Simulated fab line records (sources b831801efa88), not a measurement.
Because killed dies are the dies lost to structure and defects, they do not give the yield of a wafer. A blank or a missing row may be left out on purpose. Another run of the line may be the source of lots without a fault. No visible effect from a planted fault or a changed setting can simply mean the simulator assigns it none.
Which tool did it? -- flow gf180mcu -- 13 lots with 39 wafers sampled at 4 steps, on a route of 602 steps

== WHAT THE GAUGES SHOWED, per wafer ==
GF_TOP_METAL_THK_MEAS_06: measures by xrf. Usual: TOP_METAL_ALCU_THK gives 915 nm (standard deviation 13).
lot,measured,on,TOP_METAL_ALCU_THK (nm),flag
L105,day 28 00:13,film metro-04,906 892 899,
L106,day 28 00:44,film metro-04,941 927 941,
L107,day 28 08:59,film metro-04,919 922 920,
L110,day 29 14:47,film metro-03,916 908 908,
L112,day 29 21:40,film metro-04,926 913 916,
L111,day 29 22:52,film metro-03,900 903 916,
L113,day 30 04:22,film metro-03,917 917 923,
L117,day 31 11:44,film metro-04,927 925 919,
L121,day 32 08:01,film metro-03,901 898 902,
L122,day 32 22:29,film metro-03,898 897 898,
L123,day 33 02:26,film metro-02,902 906 909,
L124,day 33 03:15,film metro-02,890 899 889,
L128,day 33 18:52,film metro-03,905 907 919,

GF_TOP_METAL_OVL_MEAS_15. Usual: TOP_METAL_OVL gives -0.6 nm (standard deviation 1.3).
lot,measured,on,TOP_METAL_OVL (nm),flag
L105,day 28 20:28,overlay-02,0.7 0.1 -0.5,
L106,day 28 21:04,overlay-01,-2.2 -1.6 -1.1,
L107,day 29 04:55,overlay-02,-2.5 -0.2 -0.9,
L110,day 30 09:24,overlay-01,-1.7 -3.5 -2.3,
L112,day 30 16:01,overlay-02,-1.6 -2.0 -2.7,
L111,day 30 17:34,overlay-01,-0.4 0.7 -0.7,
L113,day 30 22:29,overlay-02,0.5 2.2 1.5,
L117,day 32 04:56,overlay-01,-1.0 0.0 -0.2,
L121,day 33 01:21,overlay-01,-2.2 -1.1 -1.7,
L122,day 33 14:10,overlay-01,-0.9 -2.4 -1.5,
L123,day 33 18:01,overlay-02,-2.8 -1.7 -0.9,
L124,day 33 18:32,overlay-02,0.3 -0.5 0.2,
L128,day 34 10:36,overlay-02,-0.3 -0.1 0.5,

== TOOL THAT RAN EACH LOT (tool first, then ch and the chambers of the sampled wafers, then the start) ==
lot,GF_V5_ETCH_17,GF_V5_CVD_23
L105,"rie diel-01 ch 0,1,2, day 27 22:00","cvd w-01 ch 0,1, day 27 22:55"
L106,"rie diel-02 ch 1,2,3, day 27 23:00","cvd w-01 ch 0,1, day 27 23:47"
L107,"rie diel-02 ch 0,1, day 28 07:00","cvd w-01 ch 0,1, day 28 08:03"
L110,"rie diel-04 ch 0,2,3, day 29 13:00","cvd w-01 ch 0,1, day 29 13:52"
L112,"rie diel-02 ch 2,3, day 29 19:00","cvd w-02 ch 0,1, day 29 20:44"
L111,"rie diel-04 ch 1,2,3, day 29 21:00","cvd w-02 ch 0,1, day 29 21:55"
L113,"rie diel-01 ch 0,3, day 30 02:00","cvd w-02 ch 0,1, day 30 03:26"
L117,"rie diel-04 ch 2,3, day 31 10:00","cvd w-01 ch 0,1, day 31 10:48"
L121,"rie diel-04 ch 0,1, day 32 06:00","cvd w-02 ch 0,1, day 32 07:07"
L122,"rie diel-01 ch 1,2,3, day 32 20:00","cvd w-02 ch 0,1, day 32 21:34"
L123,"rie diel-01 ch 0,1,3, day 33 00:00","cvd w-01 ch 0,1, day 33 01:31"
L124,"rie diel-02 ch 0,1,3, day 33 01:00","cvd w-02 ch 0,1, day 33 02:19"
L128,"rie diel-02 ch 0,1,3, day 33 17:00","cvd w-02 ch 0,1, day 33 17:56"
- GF_V5_ETCH_17: etches SiO2 in C4F8/O2/Ar, stops on TiN, target depth 855 nm.
- GF_V5_CVD_23: deposits W, target thk 350 nm, time 104.9 s.

== AS READ BY THE TOOLS THEMSELVES (means over the sampled wafers that have a number; for cases with no such wafer, the mark the record gives instead) ==
GF_V5_ETCH_17. Usual: oes product au 0.859 a.u., standard deviation 0.0048; rf fwd power W 1496 W, standard deviation 4.5.
lot,tool,oes product au (a.u.),rf fwd power W (W),flag
L105,rie diel-01,0.859,1496,
L106,rie diel-02,0.863,1499,
L107,rie diel-02,0.864,1498,
L110,rie diel-04,0.867,1498,
L112,rie diel-02,0.858,1491,
L111,rie diel-04,0.863,1494,
L113,rie diel-01,0.863,1493,
L117,rie diel-04,0.856,1499,
L121,rie diel-04,0.860,1498,
L122,rie diel-01,0.859,1496,
L123,rie diel-01,0.861,1491,
L124,rie diel-02,0.858,1496,
L128,rie diel-02,0.860,1495,

GF_V5_CVD_23. Usual: heater power w 902 W, standard deviation 130.
lot,tool,heater power w (W),flag
L105,cvd w-01,851,
L106,cvd w-01,867,
L107,cvd w-01,969,
L110,cvd w-01,842,
L112,cvd w-02,903,
L111,cvd w-02,862,
L113,cvd w-02,869,
L117,cvd w-01,856,
L121,cvd w-02,914,
L122,cvd w-02,859,
L123,cvd w-01,974,
L124,cvd w-02,855,
L128,cvd w-02,900,

== THE ANSWER, worked out from the rows above alone ==
Rule: take the mean of a lot's wafers that have a number; if it is more than 3 standard deviations from the usual mean, the lot is off. Also off: a lot with no number at a reading for which 4 or more lots have one. All remaining lots with rows at the step are treated as sound. Order of review: gauges by route order, followed by the tools' own readings, for which a lot's mean as printed above is used. At the first step where some lot is off, the reading lying furthest off is the one used; lots without a number count as furthest.
Across all readings shown, no lot is off: no conclusion can be drawn from this.

== WHAT THE SIMULATOR HAD INSERTED ==
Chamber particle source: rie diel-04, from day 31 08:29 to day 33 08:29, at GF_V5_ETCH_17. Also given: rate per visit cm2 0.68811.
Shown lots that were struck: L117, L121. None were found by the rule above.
